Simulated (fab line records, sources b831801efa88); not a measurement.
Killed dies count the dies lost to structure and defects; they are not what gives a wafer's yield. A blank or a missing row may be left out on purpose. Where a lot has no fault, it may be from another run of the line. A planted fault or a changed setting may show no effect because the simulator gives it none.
Lot-split experiment :: flow sfq line :: 23 wafers read across 5 lots, on a route 325 steps long

## SPLIT DETAILS
At SFQ_TRILAYER_M5_LITHO_PEB_126 (peb time 60 s), the setting peb time s was moved away from the recipe's 60 s on 10 of the 23 wafers read, by -13.2% to -5.0%. The other wafers ran this setting at the recipe's value.

There is no step in the file separating the split from the reading.

## THE READING
M5.cd nm (the simulator's own value, which no gauge read), in nm, at SFQ_TRILAYER_M5_BARC_OPEN_METAL_ETCH_161 (etches BARC in O2, target depth 125 nm, time 41.7 s). The file gives no usual value for it. The 13 wafers here that ran the recipe average 698.9 nm, standard deviation 1.2 nm.

wafer: L076.1
tool, chamber at the split: litho track-02, 0
peb time s as run, s: 60
against the recipe: recipe
M5.cd nm, nm: 698.3
against lot-mates on the recipe: -

wafer: L076.2
tool, chamber at the split: litho track-02, 0
peb time s as run, s: 54.16
against the recipe: -9.7%
M5.cd nm, nm: 715.4
against lot-mates on the recipe: +16.4

wafer: L076.3
tool, chamber at the split: litho track-02, 0
peb time s as run, s: 60
against the recipe: recipe
M5.cd nm, nm: 699.5
against lot-mates on the recipe: -

wafer: L076.4
tool, chamber at the split: litho track-02, 0
peb time s as run, s: 60
against the recipe: recipe
M5.cd nm, nm: 699.1
against lot-mates on the recipe: -

wafer: L076.6
tool, chamber at the split: litho track-02, 0
peb time s as run, s: 54.16
against the recipe: -9.7%
M5.cd nm, nm: 715.2
against lot-mates on the recipe: +16.2

wafer: L078.1
tool, chamber at the split: litho track-01, 0
peb time s as run, s: 57.01
against the recipe: -5.0%
M5.cd nm, nm: 705.9
against lot-mates on the recipe: +6.7

wafer: L078.2
tool, chamber at the split: litho track-01, 0
peb time s as run, s: 60
against the recipe: recipe
M5.cd nm, nm: 699.3
against lot-mates on the recipe: -

wafer: L078.4
tool, chamber at the split: litho track-01, 0
peb time s as run, s: 60
against the recipe: recipe
M5.cd nm, nm: 699.1
against lot-mates on the recipe: -

wafer: L078.5
tool, chamber at the split: litho track-01, 0
peb time s as run, s: 57.01
against the recipe: -5.0%
M5.cd nm, nm: 706.3
against lot-mates on the recipe: +7.1

wafer: L078.6
tool, chamber at the split: litho track-01, 0
peb time s as run, s: 57.01
against the recipe: -5.0%
M5.cd nm, nm: 706.6
against lot-mates on the recipe: +7.4

wafer: L079.2
tool, chamber at the split: litho track-01, 0
peb time s as run, s: 60
against the recipe: recipe
M5.cd nm, nm: 696.8
against lot-mates on the recipe: -

wafer: L079.3
tool, chamber at the split: litho track-01, 0
peb time s as run, s: 60
against the recipe: recipe
M5.cd nm, nm: 699.9
against lot-mates on the recipe: -

wafer: L079.5
tool, chamber at the split: litho track-01, 0
peb time s as run, s: 60
against the recipe: recipe
M5.cd nm, nm: 697.8
against lot-mates on the recipe: -

wafer: L080.1
tool, chamber at the split: litho track-02, 0
peb time s as run, s: 52.1
against the recipe: -13.2%
M5.cd nm, nm: 721.1
against lot-mates on the recipe: +20.8

wafer: L080.3
tool, chamber at the split: litho track-02, 0
peb time s as run, s: 60
against the recipe: recipe
M5.cd nm, nm: 700.4
against lot-mates on the recipe: -

wafer: L080.4
tool, chamber at the split: litho track-02, 0
peb time s as run, s: 60
against the recipe: recipe
M5.cd nm, nm: 700.9
against lot-mates on the recipe: -

wafer: L080.5
tool, chamber at the split: litho track-02, 0
peb time s as run, s: 60
against the recipe: recipe
M5.cd nm, nm: 699.5
against lot-mates on the recipe: -

wafer: L080.6
tool, chamber at the split: litho track-02, 0
peb time s as run, s: 52.1
against the recipe: -13.2%
M5.cd nm, nm: 721.6
against lot-mates on the recipe: +21.3

wafer: L081.1
tool, chamber at the split: litho track-02, 0
peb time s as run, s: 60
against the recipe: recipe
M5.cd nm, nm: 697.4
against lot-mates on the recipe: -

wafer: L081.2
tool, chamber at the split: litho track-02, 0
peb time s as run, s: 60
against the recipe: recipe
M5.cd nm, nm: 697.7
against lot-mates on the recipe: -

wafer: L081.4
tool, chamber at the split: litho track-02, 0
peb time s as run, s: 52.87
against the recipe: -11.9%
M5.cd nm, nm: 716
against lot-mates on the recipe: +18.5

wafer: L081.5
tool, chamber at the split: litho track-02, 0
peb time s as run, s: 52.87
against the recipe: -11.9%
M5.cd nm, nm: 716.1
against lot-mates on the recipe: +18.6

wafer: L081.6
tool, chamber at the split: litho track-02, 0
peb time s as run, s: 52.87
against the recipe: -11.9%
M5.cd nm, nm: 716.2
against lot-mates on the recipe: +18.7

THE FIT
A straight line over all 23 wafers: M5.cd nm changes by -1.59 nm for each +1% of peb time s; r = -0.99; the points scatter about the line by 1.3 nm.
The same after taking each lot's own level away (the mean of its wafers on the recipe; 23 wafers): -1.59 nm for each +1%; r = -1.00; scatter 0.73 nm.
Per that fit: largest peb time s move, reading shift of 21 nm.
From 697.55 to 700.27 nm: that is the span of the lots' own levels, equal to 2.3 times the standard deviation above.
So the lot-to-lot level changes the slope little: the two slopes agree.
Check: for one of the wafers moved furthest among these (-13.2%), held out of the fit, the line's prediction against its lot-mates is +20.9 nm. Against them it came out at +20.8 nm.

## OTHER SPLITS APPLIED TO THESE WAFERS
Other splits were also applied to these wafers ahead of the reading. Each is held against what the fit with the lots' levels taken away leaves over:
other split on the same wafers: SFQ_TRILAYER_M3_LITHO_PEB_078 peb temp c
wafers away from the commonest value: 11
r with M5.cd nm (lot level and that fit taken away): -0.40

other split on the same wafers: SFQ_TRILAYER_I3_VIA_LITHO_COAT_090 spin rpm
wafers away from the commonest value: 8
r with M5.cd nm (lot level and that fit taken away): +0.56

other split on the same wafers: SFQ_TRILAYER_I3_VIA_BARC_OPEN_VIA_ETCH_121 source w
wafers away from the commonest value: 9
r with M5.cd nm (lot level and that fit taken away): +0.23

other split on the same wafers: SFQ_TRILAYER_M4_LITHO_COAT_098 spin rpm
wafers away from the commonest value: 5
r with M5.cd nm (lot level and that fit taken away): +0.27

other split on the same wafers: SFQ_TRILAYER_M4_LITHO_PEB_096 peb temp c
wafers away from the commonest value: 8
r with M5.cd nm (lot level and that fit taken away): +0.07

other split on the same wafers: SFQ_TRILAYER_I4_VIA_LITHO_COAT_108 resist thk nm
wafers away from the commonest value: 8
r with M5.cd nm (lot level and that fit taken away): +0.03

other split on the same wafers: SFQ_TRILAYER_JJ_TRILAYER_DEP_SPUTTER_112 power w
wafers away from the commonest value: 5
r with M5.cd nm (lot level and that fit taken away): -0.21

other split on the same wafers: SFQ_TRILAYER_JJ_CE_LITHO_PEB_117 peb time s
wafers away from the commonest value: 10
r with M5.cd nm (lot level and that fit taken away): +0.01

## THE FILE'S OWN FIT
M5.cd nm changes by -1.59 nm for each +1% of peb time s, r = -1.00.
